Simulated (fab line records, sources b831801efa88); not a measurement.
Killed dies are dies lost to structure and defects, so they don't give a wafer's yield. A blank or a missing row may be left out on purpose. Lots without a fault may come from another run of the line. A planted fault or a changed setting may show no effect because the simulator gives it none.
fab line records | flow sky130
record lots=7 wafers=21 last_day=49
route steps=708 shown LDD_HVP@285 LDD_LDN@289 PAD_OPEN@708
lots that met no fault: from a run of the same line without faults
start_h: hours from the record's first day to the start of the lot's first wafer shown | wait_h: hours since the lot's step before | " the same as in the row above | L1.1+2: a row that stands for several wafers | - no value, or no start given | * or withheld: withheld | < > ~ a bound
route shown NAME@n: a module of which the file shows steps, and the number in the route of the first | usual: mean/standard deviation of fault-free wafers | same: alike in all rows | chamber/n: place in a boat | sites: the reading at each site | _std_site: their standard deviation | _edge_site: outer sites' mean less inner sites' | radius_mm: how far each site lies from the wafer's centre | mask NAME#n: copy n | behind: the tool/chamber that last shaped the wafer | hold: why the lot was held/for how many hours/how that ended | device: the transistor (n, p or np) that didn't switch | end of line: the same wafers' tests at the end of the route | a step without rows: its recipe alone | killed: dies lost to structure and defects at the first sort, not the wafer's yield | map: a wafer's dies, x killed, . not, _ none there
set.NAME: the setting as run; set.NAME@STEP: as run at that earlier step | model.NAME: the simulator's own value behind a step, which no gauge read
lots at some steps of the route; a table a step, a row a wafer
services: from which hour (start_h, from the record's first day; less than 0 if before it) a tool's chamber was out of use, for how many hours, and why
## steps
# step SKY_LDD_HVP_OVL_MEAS_07
# usual LDD_HVP_OVL=-1.2/1.4
# columns lot.wafer tool chamber start_h wait_h LDD_HVP_OVL[nm]
L846.1 overlay-02 - 505.91 0.1 0.1
L846.2 " - " " -1.4
L846.4 " - " " -2.2
L849.2 overlay-01 - 532.07 0.1 -0.4
L849.3 " - " " -2.7
L849.4 " - " " -3.3
L850.2 overlay-02 - 542.42 0.1 -1.8
L850.4 " - " " -1.0
L850.6 " - " " -3.2
L854.1 overlay-02 - 580.06 0.1 -1.4
L854.4 " - " " -3.1
L854.5 " - " " 0.0
L856.1 overlay-02 - 598.31 0.1 -3.3
L856.4 " - " " 0.6
L856.6 " - " " -3.0
L858.2 overlay-01 - 617.82 0.1 -0.3
L858.3 " - " " -1.9
L858.5 " - " " 0.1
L863.1 overlay-01 - 654.96 0.1 -3.0
L863.3 " - " " -1.5
L863.4 " - " " -2.7
# step SKY_LDD_HVP_IMPLANT_08
# recipe species=B energy_kev=20 dose_cm2=1.7e+13 tilt_deg=17.9
# step SKY_LDD_HVP_STRIP_09
# recipe chemistry=O2/N2 power_w=1400 pressure_mtorr=1500 platen_temp_c=withheld o2_flow_sccm=3000 n2_flow_sccm=300 overash_fraction=0.5
# usual drypump_motor_current_A=5.9/0.42 oes_product_au=0.408/0.0045 strip_time_to_endpoint_s=4.133/0.015
# columns lot.wafer tool chamber start_h wait_h drypump_motor_current_A oes_product_au rf_hours_counter_h strip_time_to_endpoint_s
L846.1 plasma_asher-03 1 506.10 0.1 6.2 0.405 85 4.132
L846.2 " 0 " " 6.2 0.405 85 4.136
L846.4 " 0 " " 6.2 0.414 - 4.123
L849.2 plasma_asher-02 0 532.25 0.1 5.8 0.403 9 4.136
L849.3 " 1 " " 5.1 0.420 - 4.133
L849.4 " 0 " " 5.8 0.413 - 4.139
L850.2 plasma_asher-03 1 542.60 0.1 6.2 0.403 89 4.148
L850.4 " 0 " " 6.2 0.405 - 4.141
L850.6 " 0 " " 6.2 0.409 - 4.135
L854.1 plasma_asher-02 1 580.25 0.1 5.1 0.404 12 4.124
L854.4 " 1 " " 5.1 0.409 - 4.127
L854.5 " 0 " " 5.8 0.407 - 4.139
L856.1 plasma_asher-04 0 598.50 0.1 5.8 0.410 74 4.129
L856.4 " 0 " " 5.8 0.411 - 4.147
L856.6 " 1 " " 6.4 0.406 - 4.154
L858.2 plasma_asher-02 1 618.00 0.1 5.1 0.411 16 4.135
L858.3 " 1 " " 5.1 0.402 - 4.133
L858.5 " 1 " " 5.1 0.408 - 4.146
L863.1 plasma_asher-04 0 655.15 0.1 5.8 0.413 79 4.126
L863.3 " 1 " " 6.4 0.411 - 4.127
L863.4 " 0 " " 5.8 0.406 - 4.111
# step SKY_LDD_HVP_TW_MEAS_10
# usual LDD_HVP_TW=458.6/2.1
# columns lot.wafer tool chamber start_h wait_h LDD_HVP_TW
L846.1 film_metro-02 - 506.20 0.1 462.8
L846.2 " - " " 459.4
L846.4 " - " " 461.1
L849.2 film_metro-01 - 532.36 0.1 455.4
L849.3 " - " " 454.6
L849.4 " - " " 456.5
L850.2 film_metro-02 - 542.71 0.1 461.2
L850.4 " - " " 458.4
L850.6 " - " " 459.8
L854.1 film_metro-02 - 580.35 0.1 457.8
L854.4 " - " " 460.7
L854.5 " - " " 456.8
L856.1 film_metro-01 - 598.60 0.1 457.2
L856.4 " - " " 459.1
L856.6 " - " " 457.5
L858.2 film_metro-02 - 618.11 0.1 460.9
L858.3 " - " " 457.4
L858.5 " - " " 460.4
L863.1 film_metro-01 - 655.25 0.1 459.9
L863.3 " - " " 458.8
L863.4 " - " " 458.9
# step SKY_LDD_LDN_DEHYDRATE_00
# recipe temp_c=200 time_s=60
# step SKY_LDD_LDN_HMDS_01
# recipe prime_time_s=60 prime_temp_c=120
# step SKY_LDD_LDN_COAT_02
# recipe resist=NOVOLAK spin_rpm=3000 resist_thk_nm=1140
# step SKY_LDD_LDN_SOFTBAKE_03
# recipe temp_c=90 time_s=60 resist=NOVOLAK
# step SKY_LDD_LDN_EXPOSE_04
# recipe mask_id=LDNTM na=0.6 source_shape=conventional sigma_outer=0.6 polarization=unpolarized target_cd_nm=700 dose_mj=140
# step SKY_LDD_LDN_PEB_05
# recipe temp_c=withheld time_s=* resist=NOVOLAK
# step SKY_LDD_LDN_DEVELOP_06
# recipe resist=NOVOLAK developer=TMAH develop_time_s=60 dev_temp_c=23
# step SKY_LDD_LDN_OVL_MEAS_07
# usual LDD_LDN_OVL=-0.1/1
# columns lot.wafer tool chamber start_h wait_h LDD_LDN_OVL[nm]
L846.1 overlay-01 - 535.21 0.1 0.4
L846.2 " - " " -0.4
L846.4 " - " " -1.5
L849.2 overlay-01 - 561.87 0.1 0.4
L849.3 " - " " 0.4
L849.4 " - " " -1.1
L850.2 overlay-01 - 571.97 0.1 -0.4
L850.4 " - " " -1.6
L850.6 " - " " 0.1
L854.1 overlay-01 - 609.16 0.1 -0.2
L854.4 " - " " -0.7
L854.5 " - " " 0.8
L856.1 overlay-01 - 627.46 0.1 -1.3
L856.4 " - " " -0.4
L856.6 " - " " 1.2
L858.2 overlay-02 - 647.27 0.1 0.2
L858.3 " - " " -0.3
L858.5 " - " " -0.6
L863.1 overlay-02 - 682.81 0.1 -0.6
L863.3 " - " " -1.4
L863.4 " - " " -1.8
# step SKY_LDD_LDN_IMPLANT_08
# recipe species=As energy_kev=15 dose_cm2=1.25e+13 tilt_deg=withheld rotation_deg=23
# columns lot.wafer tool chamber start_h wait_h
L846.1+2+4 implanter-02 0 535.24 0.0
L849.2+3+4 implanter-04 0 561.92 0.0
L850.2+4+6 implanter-03 0 572.02 0.0
L850.2+4+6 implanter-03 0 572.34 0.3
L854.1+4+5 implanter-04 0 609.20 0.0
L856.1+4+6 implanter-04 0 627.50 0.0
L856.1+4+6 implanter-04 0 627.82 0.3
L858.2+3+5 implanter-03 0 647.32 0.0
L858.2+3+5 implanter-03 0 647.64 0.3
L863.1+3+4 implanter-02 0 682.85 0.0
# step SKY_LDD_LDN_IMPLANT_09
# recipe species=As energy_kev=15 dose_cm2=1.25e+13 tilt_deg=withheld rotation_deg=113
# step SKY_LDD_LDN_IMPLANT_10
# recipe species=As energy_kev=14.83 dose_cm2=1.25e+13 tilt_deg=withheld rotation_deg=203
# step SKY_LDD_LDN_IMPLANT_11
# recipe species=As energy_kev=15 dose_cm2=1.25e+13 tilt_deg=withheld rotation_deg=293
# step SKY_LDD_LDN_STRIP_12
# recipe chemistry=O2/N2 power_w=1400 pressure_mtorr=1500 platen_temp_c=withheld o2_flow_sccm=3000 n2_flow_sccm=300 overash_fraction=0.5
# usual drypump_motor_current_A=5.8/0.48 oes_product_au=0.715/0.005 strip_time_to_endpoint_s=14.18/0.036
# columns lot.wafer tool chamber start_h wait_h drypump_motor_current_A oes_product_au rf_hours_counter_h strip_time_to_endpoint_s
L846.1 plasma_asher-03 1 535.84 0.1 6.2 0.715 88 14.15
L846.2 " 0 " " 6.2 0.726 88 14.15
L846.4 " 1 " " 6.2 0.721 - 14.19
L849.2 plasma_asher-02 0 562.50 0.1 5.8 0.715 11 14.11
L849.3 " 1 " " 5.1 0.720 - 14.15
L849.4 " 0 " " 5.8 0.717 - 14.10
L850.2 plasma_asher-01 0 572.92 0.1 5.8 0.721 49 14.19
L850.4 " 1 " " 4.9 0.707 - 14.24
L850.6 " 0 " " 5.8 0.714 - 14.20
L854.1 plasma_asher-03 1 609.80 0.1 6.2 0.715 96 14.13
L854.4 " 0 " " 6.2 0.712 - 14.21
L854.5 " 0 " " 6.2 0.713 - 14.14
L856.1 plasma_asher-03 1 628.42 0.1 6.2 0.712 98 14.20
L856.4 " 1 " " 6.2 0.719 - 14.17
L856.6 " 0 " " 6.2 0.711 - 14.20
L858.2 plasma_asher-03 0 648.21 0.1 6.1 0.717 100 14.18
L858.3 " 0 " " 6.2 0.718 - 14.13
L858.5 " 0 " " 6.2 0.720 - 14.10
L863.1 plasma_asher-03 1 683.45 0.1 6.2 0.713 104 14.17
L863.3 " 1 " " 6.2 0.714 - 14.15
L863.4 " 0 " " 6.2 0.712 - 14.13
# step SKY_LDD_LDN_TW_MEAS_13
# usual LDD_LDN_TW=1482/9.4
# columns lot.wafer tool chamber start_h wait_h LDD_LDN_TW
L846.1 film_metro-01 - 535.94 0.1 1472
L846.2 " - " " 1483
L846.4 " - " " 1480
L849.2 film_metro-01 - 562.61 0.1 1470
L849.3 " - " " 1477
L849.4 " - " " 1481
L850.2 film_metro-01 - 573.03 0.1 1582
L850.4 " - " " 1581
L850.6 " - " " 1579
L854.1 film_metro-03 - 609.90 0.1 1486
L854.4 " - " " 1475
L854.5 " - " " 1477
L856.1 film_metro-03 - 628.52 0.1 1565
L856.4 " - " " 1574
L856.6 " - " " 1563
L858.2 film_metro-02 - 648.32 0.1 1574
L858.3 " - " " 1577
L858.5 " - " " 1575
L863.1 film_metro-03 - 683.55 0.1 1455
L863.3 " - " " 1450
L863.4 " - " " 1456
# step SKY_LDD_LDN_CLEAN_14
# recipe chemistry=SC1/SC2 mix=1:4:20 temp_c=70 time_s=150 dry=n2_spin
# step SKY_PAD_OPEN_PROBE_99
# usual killed_at_M0_to_M3=43/7 killed_at_M4_up=3.0/1.9 killed_at_contacts=24/4.6 killed_at_front_end=15/4.1 killed_at_other=0.3/0.52 killed_dies=84/9.7 killed_open=46/6.9 killed_short=38/6.8
# same gross_dies=492 killed_at_back_side=0
# columns lot.wafer tool chamber start_h wait_h killed_at_M0_to_M3 killed_at_M4_up killed_at_contacts killed_at_front_end killed_at_other killed_dies killed_open killed_short model.etest.tip_sonos.rs_ohm_sq
L846.1 prober-01 - 1084.49 0.1 41 4 27 14 0 86 45 41 2751
L846.2 prober-01 - 1084.54 0.1 39 2 13 19 1 74 39 34 2678
L846.4 prober-01 - 1084.64 0.2 55 1 26 11 0 93 55 37 2696
L849.2 prober-02 - 1102.41 0.1 46 3 30 12 0 91 50 41 2728
L849.3 prober-02 - 1102.46 0.2 44 2 23 13 0 82 50 32 2632
L850.2 prober-01 - 1108.15 0.1 32 2 27 22 0 83 46 36 2443
L850.4 prober-01 - 1108.25 0.2 46 2 24 14 0 86 51 35 2407
L850.6 prober-01 - 1108.35 0.2 38 7 21 9 0 75 41 33 2419
L854.1 prober-01 - 1133.78 0.1 48 1 25 11 0 85 50 35 2679
L854.4 prober-01 - 1133.93 0.2 25 3 25 10 0 63 38 25 2687
L854.5 prober-01 - 1133.98 0.2 46 8 27 13 0 94 47 47 2707
L856.1 prober-02 - 1145.68 0.1 43 2 26 13 2 86 40 44 2344
L856.4 prober-02 - 1145.83 0.2 50 5 28 20 2 105 50 51 2382
L856.6 prober-02 - 1145.93 0.2 43 1 24 19 1 88 53 34 2375
L858.2 prober-02 - 1157.38 0.1 48 3 29 15 0 95 56 39 2307
L858.3 prober-02 - 1157.43 0.2 50 1 20 12 0 83 45 38 2244
L858.5 prober-02 - 1157.53 0.2 46 3 33 15 0 97 55 42 2308
L863.1 prober-01 - 1178.71 0.1 34 2 22 14 0 72 37 34 2776
L863.3 prober-01 - 1178.81 0.2 43 5 28 10 0 86 45 39 2753
L863.4 prober-01 - 1178.86 0.2 34 2 23 16 1 76 48 26 2731
# killed by level:class
L846.1 VIA1:geometric_particle:open=10 CONTACT:geometric_particle:open=9 LI_CONTACT:geometric_particle:open=6 LOCAL_INTERCONNECT:geometric_particle:short=5 VIA3:geometric_particle:short=5 VIA1:geometric_particle:short=5 VIA3:geometric_particle:open=5 POLY_GATE:geometric_particle:open=4
L846.2 VIA1:geometric_particle:open=9 VIA3:geometric_particle:open=7 FIELD_ISO:geometric_particle:short=6 VIA2:geometric_particle:open=6 METAL2:geometric_particle:short=5 CONTACT:geometric_particle:short=4 POLY_GATE:geometric_particle:open=3 FIELD_ISO:geometric_particle:open=3
L846.4 VIA1:geometric_particle:open=14 METAL1:geometric_particle:short=12 CONTACT:geometric_particle:open=9 LI_CONTACT:geometric_particle:open=8 CONTACT:geometric_particle:short=5 VIA1:geometric_particle:short=5 VIA2:geometric_particle:open=5 METAL1:geometric_particle:open=4
L849.2 CONTACT:geometric_particle:open=11 VIA1:geometric_particle:open=10 LI_CONTACT:geometric_particle:open=9 VIA1:geometric_particle:short=7 LOCAL_INTERCONNECT:geometric_particle:short=6 POLY_GATE:geometric_particle:short=5 METAL1:geometric_particle:short=5 POLY_GATE:geometric_particle:open=4
L849.3 VIA1:geometric_particle:open=15 CONTACT:geometric_particle:open=11 VIA2:geometric_particle:open=8 VIA3:geometric_particle:open=6 VIA1:geometric_particle:short=5 POLY_GATE:geometric_particle:short=5 LOCAL_INTERCONNECT:geometric_particle:short=5 LI_CONTACT:geometric_particle:open=5
L850.2 VIA1:geometric_particle:open=12 CONTACT:geometric_particle:open=11 FIELD_ISO:geometric_particle:short=6 LI_CONTACT:geometric_particle:open=6 CONTACT:geometric_particle:short=5 METAL1:geometric_particle:short=5 FIELD_ISO:geometric_particle:open=4 VIA3:geometric_particle:short=4
L850.4 VIA2:geometric_particle:open=10 CONTACT:geometric_particle:open=8 VIA1:geometric_particle:open=8 VIA3:geometric_particle:open=7 VIA1:geometric_particle:short=6 POLY_GATE:geometric_particle:open=5 CONTACT:geometric_particle:short=5 FIELD_ISO:geometric_particle:open=4
L850.6 VIA1:geometric_particle:open=10 VIA3:geometric_particle:open=8 METAL4:geometric_particle:short=7 VIA2:geometric_particle:open=6 LI_CONTACT:geometric_particle:open=6 CONTACT:geometric_particle:open=6 METAL3:geometric_particle:short=5 LOCAL_INTERCONNECT:geometric_particle:short=4
L854.1 VIA1:geometric_particle:open=12 LI_CONTACT:geometric_particle:open=10 METAL2:geometric_particle:short=8 VIA2:geometric_particle:open=7 CONTACT:geometric_particle:open=6 LOCAL_INTERCONNECT:geometric_particle:short=4 METAL1:geometric_particle:short=4 VIA3:geometric_particle:short=4
L854.4 CONTACT:geometric_particle:open=10 VIA1:geometric_particle:open=8 VIA3:geometric_particle:open=7 FIELD_ISO:geometric_particle:short=4 LI_CONTACT:geometric_particle:short=4 LI_CONTACT:geometric_particle:open=4 CONTACT:geometric_particle:short=4 VIA1:geometric_particle:short=3
L854.5 CONTACT:geometric_particle:open=9 VIA1:geometric_particle:open=9 VIA3:geometric_particle:open=9 CONTACT:geometric_particle:short=8 METAL2:geometric_particle:short=6 METAL3:geometric_particle:short=6 METAL4:geometric_particle:short=5 LI_CONTACT:geometric_particle:open=4
L856.1 VIA2:geometric_particle:open=8 LI_CONTACT:geometric_particle:open=7 VIA1:geometric_particle:short=7 VIA1:geometric_particle:open=7 CONTACT:geometric_particle:open=6 METAL2:geometric_particle:short=6 POLY_GATE:geometric_particle:short=5 LOCAL_INTERCONNECT:geometric_particle:short=4
L856.4 VIA1:geometric_particle:open=12 LOCAL_INTERCONNECT:geometric_particle:short=9 METAL1:geometric_particle:short=9 VIA3:geometric_particle:open=8 CONTACT:geometric_particle:open=6 POLY_GATE:geometric_particle:short=5 VIA2:geometric_particle:open=5 METAL2:geometric_particle:short=5
L856.6 CONTACT:geometric_particle:open=10 VIA1:geometric_particle:open=10 FIELD_ISO:geometric_particle:open=8 METAL2:geometric_particle:short=6 LI_CONTACT:geometric_particle:open=5 LOCAL_INTERCONNECT:geometric_particle:short=5 VIA2:geometric_particle:open=5 VIA3:geometric_particle:open=5
L858.2 VIA1:geometric_particle:open=13 CONTACT:geometric_particle:open=12 METAL2:geometric_particle:short=8 VIA2:geometric_particle:open=7 FIELD_ISO:geometric_particle:short=4 POLY_GATE:geometric_particle:short=4 CONTACT:geometric_particle:short=4 LI_CONTACT:geometric_particle:open=4
L858.3 VIA1:geometric_particle:open=15 VIA3:geometric_particle:open=11 METAL3:geometric_particle:short=6 LOCAL_INTERCONNECT:geometric_particle:short=5 METAL1:geometric_particle:short=5 LI_CONTACT:geometric_particle:short=4 LI_CONTACT:geometric_particle:open=4 FIELD_ISO:geometric_particle:short=3
L858.5 CONTACT:geometric_particle:open=17 METAL2:geometric_particle:short=11 VIA1:geometric_particle:open=9 LI_CONTACT:geometric_particle:open=8 METAL3:geometric_particle:short=6 POLY_GATE:geometric_particle:open=5 LI_CONTACT:geometric_particle:short=4 POLY_GATE:geometric_particle:short=4
L863.1 LI_CONTACT:geometric_particle:open=7 VIA3:geometric_particle:open=6 CONTACT:geometric_particle:open=5 METAL1:geometric_particle:short=5 POLY_GATE:geometric_particle:open=4 CONTACT:geometric_particle:short=4 METAL2:geometric_particle:short=4 VIA1:geometric_particle:open=4
L863.3 CONTACT:geometric_particle:open=8 VIA2:geometric_particle:open=8 LI_CONTACT:geometric_particle:open=7 LOCAL_INTERCONNECT:geometric_particle:short=6 VIA3:geometric_particle:open=6 METAL3:geometric_particle:short=6 CONTACT:geometric_particle:short=5 VIA1:geometric_particle:open=5
L863.4 CONTACT:geometric_particle:open=9 VIA1:geometric_particle:open=9 VIA3:geometric_particle:open=9 LI_CONTACT:geometric_particle:open=6 METAL1:geometric_particle:short=6 FIELD_ISO:geometric_particle:open=5 VIA2:geometric_particle:open=5 SPACER:geometric_particle:short=4
## services
# columns tool chamber start_h hours kind
plasma_asher-02 - 496.16 26.5 repair
implanter-04 - 522.45 1.9 repair
plasma_asher-03 - 527.00 1.8 repair
implanter-03 - 538.70 3.5 pm
plasma_asher-02 - 539.48 14.2 repair
implanter-02 - 578.53 4.3 pm
plasma_asher-01 - 611.56 2.2 repair
implanter-02 - 644.06 4.2 repair
## key
first_sign step=SKY_LDD_LDN_IMPLANT_08 reading=visit direction=added
effect step=SKY_LDD_LDN_TW_MEAS_13 reading=LDD_LDN_TW direction=up sigmas=9.8 usual=1482 struck=1574
model_effect step=SKY_PAD_OPEN_PROBE_99 value=etest.tip_sonos.rs_ohm_sq without=2661 struck=2359
met_at SKY_LDD_LDN_IMPLANT_08
struck_wafers L850.2,L850.4,L850.6,L856.1,L856.4,L856.6,L858.2,L858.3,L858.5
tester_left_out L850,L856,L858
fault kind=repeated_step_whole tool=implanter-02,implanter-03,implanter-04 chamber=- onset_h=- steps=SKY_LDD_LDN_IMPLANT_08 times=1 scope=struck_lots_only
# tester_left_out: of these lots the tester's yield and bins aren't shown, on N5 and GAA mostly nor the transistor test; their killed dies are dies lost to structure and defects alone, not to doping, threshold or leakage, so they don't give the yield
